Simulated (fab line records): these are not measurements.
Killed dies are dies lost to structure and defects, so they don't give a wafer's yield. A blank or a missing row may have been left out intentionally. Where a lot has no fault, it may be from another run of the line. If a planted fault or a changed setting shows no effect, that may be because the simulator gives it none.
Matching of chambers / flow gf180mcu / GF_V2_ETCH_16 on rie-diel-01 has 4 sister chambers
The step etches BARC in N2/H2. 4 wafers are shown with their chamber, then 9 later ones without.

## EACH WAFER AND ITS CHAMBER
wafer=L085.4; chamber=0; throttle-valve-pct (%)=13.223
wafer=L088.2; chamber=2; throttle-valve-pct (%)=13.237
wafer=L089.1; chamber=1; throttle-valve-pct (%)=13.236
wafer=L089.6; chamber=3; throttle-valve-pct (%)=13.217

## WAFERS WITH NO CHAMBER GIVEN
wafer=L090.1; throttle-valve-pct (%)=13.217
wafer=L090.4; throttle-valve-pct (%)=13.234
wafer=L090.6; throttle-valve-pct (%)=13.210
wafer=L091.1; throttle-valve-pct (%)=13.213
wafer=L091.2; throttle-valve-pct (%)=13.220
wafer=L091.3; throttle-valve-pct (%)=13.206
wafer=L094.1; throttle-valve-pct (%)=13.220
wafer=L094.2; throttle-valve-pct (%)=13.212
wafer=L094.6; throttle-valve-pct (%)=13.230

## THE CHAMBER EACH PASSED THROUGH
wafer=L090.1; from the rows above=can't be placed: 3 or 0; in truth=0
wafer=L090.4; from the rows above=can't be placed: 1 or 2 or 0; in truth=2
wafer=L090.6; from the rows above=can't be placed: 3 or 0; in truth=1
wafer=L091.1; from the rows above=can't be placed: 3 or 0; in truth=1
wafer=L091.2; from the rows above=can't be placed: 0 or 3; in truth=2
wafer=L091.3; from the rows above=can't be placed: 3 or 0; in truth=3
wafer=L094.1; from the rows above=can't be placed: 0 or 3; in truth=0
wafer=L094.2; from the rows above=can't be placed: 3 or 0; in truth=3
wafer=L094.6; from the rows above=can't be placed: 1 or 0 or 2 or 3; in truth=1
Correct placement for 0 of the 9. Can't be placed from these rows: 9 (the true chamber is among the candidates in 6). Number placed wrongly: 0.
How it was worked out, from the rows above alone: a wafer's distance from a chamber is the root of the sum, over the readings, of the square of ((its reading less the chamber's mean) divided by the reading's scatter). If the next closest chamber is less than 2 further off than the closest, the wafer can't be placed; otherwise it belongs to the closest. The mean given for a chamber averages the wafers shown for that chamber. The scatter: with one shown wafer a chamber, the root of the mean of the squares of how far each hidden wafer lies from its nearest shown one.
